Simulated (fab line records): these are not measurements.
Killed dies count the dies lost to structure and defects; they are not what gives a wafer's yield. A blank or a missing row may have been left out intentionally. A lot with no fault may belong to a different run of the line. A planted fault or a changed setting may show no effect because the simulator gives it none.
A lot that was struck, set against a sound lot ; flow sfq_line ; 13 out of 325 route steps
Sound: the wafers L472.1, L472.3, L472.6. Struck: wafer L481.5 (L481.4, L481.6, from the same lot, were not struck and are left out); the cause is given at the end.
Order at every step that has rows: each side's tool, ch and its chambers, its first start. Under that, the readings that differ: sound wafers ; struck wafers ; difference of the means ; sigmas: that difference in standard deviations of wafers without a fault.
alike: a reading whose means differ by less than 2 such deviations, as well as words and numbers matching on both sides. not compared: withheld readings; readings where some wafer has no value; bounds like >300 that might hide an equal value; numbers whose values overlap and for which the record gives no deviation.
The two part at a step that has a row with sigmas, a row that says differs or no value, or rows on one side only. When numbers do not overlap yet have no deviation, they are printed without sigmas and do not part them. Lack of a reading on every wafer of one side parts them only where that side has two or more wafers.

SFQ_TRILAYER_M0_DEP_SPUTTER_019: material Nb, target thk 200 nm, time 133.3 s.
  sound: pvd_sputter-03 at day 6 03:02; struck: pvd_sputter-06 at day 9 22:26
  alike: throttle_valve_pct
SFQ_M0_RS_MEAS_904: the measuring method here is four-point-probe.
  sound: film_metro-03 at day 6 03:08; struck: film_metro-03 at day 9 22:35
  alike: M0_NB_RS
then, 6 steps without rows for these wafers: SFQ_TRILAYER_M0_LITHO_COAT_026 (resist thk 62 nm); SFQ_TRILAYER_M0_LITHO_COAT_021 (resist thk 600 nm); SFQ_TRILAYER_M0_LITHO_SOFTBAKE_025; SFQ_TRILAYER_M0_LITHO_EXPOSE_022 (exposes mask M0, target cd 500 nm); SFQ_TRILAYER_M0_LITHO_PEB_024 (peb time 60 s); SFQ_TRILAYER_M0_LITHO_DEVELOP_023 (time 60 s).
-- the record jumps here: 4 days lie between the struck wafers' starts before and after --
SFQ_M0_OVL_MEAS_906:
  sound: overlay-02 at day 10 01:07; struck: overlay-02 at day 14 09:20
  alike: M0_OVL
SFQ_TRILAYER_M0_BARC_OPEN_METAL_ETCH_031: etches BARC in O2, target depth 125 nm, time 41.7 s.
  sound on rie_metal-02 ch 1, day 10 01:09; struck on rie_metal-02 ch 0, day 14 09:22
  alike: drypump_motor_current_A, oes_product_au
  not compared: rf_hours_counter_h
SFQ_TRILAYER_M0_ETCH_METAL_ETCH_024: etches Nb in Cl2/Ar, stops on SiO2, target depth 240 nm, time 120 s.
  sound on rie_metal-02 ch 1, day 10 01:13; struck on rie_metal-02 ch 0, day 14 09:27
  alike: drypump_motor_current_A, oes_product_au
  not compared: rf_hours_counter_h
SFQ_TRILAYER_M0_STRIP_STRIP_025: strips in O2.
  sound on rie_metal-02 ch 1, day 10 01:20; struck on rie_metal-02 ch 0, day 14 09:44
reading;sound;struck;difference;sigmas
platen_temp_c (C);39.94 39.83 40.27;40.42;+0.41;+3
  alike: drypump_motor_current_A, oes_product_au
  not compared: rf_hours_counter_h
then, 1 step without rows for these wafers: SFQ_TRILAYER_M0_STRIP_SOLV_CLEAN_026 (cleans in NMP, time 600 s).

WHERE THEY PART
Only at SFQ_TRILAYER_M0_STRIP_STRIP_025, as far as this record shows.

WHY: whatever the simulator had introduced
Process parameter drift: rie_metal-02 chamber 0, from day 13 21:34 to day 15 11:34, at SFQ_TRILAYER_M0_STRIP_STRIP_025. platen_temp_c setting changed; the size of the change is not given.
